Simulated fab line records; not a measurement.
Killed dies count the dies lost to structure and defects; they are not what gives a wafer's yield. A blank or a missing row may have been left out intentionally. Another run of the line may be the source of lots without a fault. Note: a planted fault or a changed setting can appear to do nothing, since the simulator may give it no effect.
Which tool did it? / flow gf180mcu / Sampling: 6 lots, 18 wafers, 3 of 602 route steps

== WHAT EACH GAUGE READ, for each wafer ==
GF_HV_LDD_CD_MEAS_07 targets a cd of 400 nm.
lot=L387; measured=day 10 03:16; on=cd-sem-02; cd-nm (nm)=398.7 397.9 400.0
lot=L389; measured=day 10 16:08; on=cd-sem-02; cd-nm (nm)=397.3 398.4 395.0
lot=L391; measured=day 11 08:50; on=cd-sem-01; cd-nm (nm)=402.4 399.9 400.4
lot=L393; measured=day 12 09:11; on=cd-sem-01; cd-nm (nm)=399.2 400.3 401.9
lot=L396; measured=day 13 03:26; on=cd-sem-02; cd-nm (nm)=400.1 399.2 401.2
lot=L399; measured=day 14 04:23; on=cd-sem-02; cd-nm (nm)=408.9 407.8 409.1

== WHAT TOOL EACH LOT RAN ON (gives the tool, then ch and the chambers of the sampled wafers, and finally the start) ==
lot=L387; GF_VT_IMPLANT_RTA_45=rtp-anneal-02 ch 0, day 7 17:27; GF_HV_LDD_COAT_02=litho-track-02 ch 0, day 9 18:34
lot=L389; GF_VT_IMPLANT_RTA_45=rtp-anneal-02 ch 0, day 8 05:23; GF_HV_LDD_COAT_02=litho-track-04 ch 0, day 10 06:54
lot=L391; GF_VT_IMPLANT_RTA_45=rtp-anneal-01 ch 0, day 8 20:31; GF_HV_LDD_COAT_02=litho-track-02 ch 0, day 10 23:56
lot=L393; GF_VT_IMPLANT_RTA_45=rtp-anneal-02 ch 0, day 9 14:34; GF_HV_LDD_COAT_02=litho-track-02 ch 0, day 11 23:20
lot=L396; GF_VT_IMPLANT_RTA_45=rtp-anneal-02 ch 0, day 10 07:35; GF_HV_LDD_COAT_02=litho-track-01 ch 0, day 12 17:47
lot=L399; GF_VT_IMPLANT_RTA_45=rtp-anneal-01 ch 0, day 11 05:07; GF_HV_LDD_COAT_02=litho-track-02 ch 0, day 13 17:53
- GF_VT_IMPLANT_RTA_45: time 30 s.
- GF_HV_LDD_COAT_02: resist thk 1000 nm.

== THE ANSWER, worked out from the rows above alone ==
Rule: usual is defined by the lots themselves. The widest of any qualifying gaps counts: lots, ordered by their means at a reading, are off when they make up no more than a third of the lots, leave a main group of 4 or more, and stand apart from it by 3 or more times the standard deviation of that group's means. A main group is skipped when, at the precision printed for the reading in the tables above, its means are all equal. Also off: a lot with no number at a reading for which 4 or more lots have one. Any other lot the step has rows for is counted as sound.
Off: L399 (GF_HV_LDD_CD_MEAS_07, cd-nm). For the main group the mean is 399.5 nm and the standard deviation 1.4.
If a tool, at a process step before that reading, ran all the lots that are off and no sound lot after the first of them, it fits. Those tools and the gauges at GF_HV_LDD_CD_MEAS_07 are tried in the same way. Can't be told from this: 3 tools fit, rtp-anneal-01 at GF_VT_IMPLANT_RTA_45, litho-track-02 at GF_HV_LDD_COAT_02, cd-sem-02 at GF_HV_LDD_CD_MEAS_07.

== WHAT THE SIMULATOR HAD PUT IN ==
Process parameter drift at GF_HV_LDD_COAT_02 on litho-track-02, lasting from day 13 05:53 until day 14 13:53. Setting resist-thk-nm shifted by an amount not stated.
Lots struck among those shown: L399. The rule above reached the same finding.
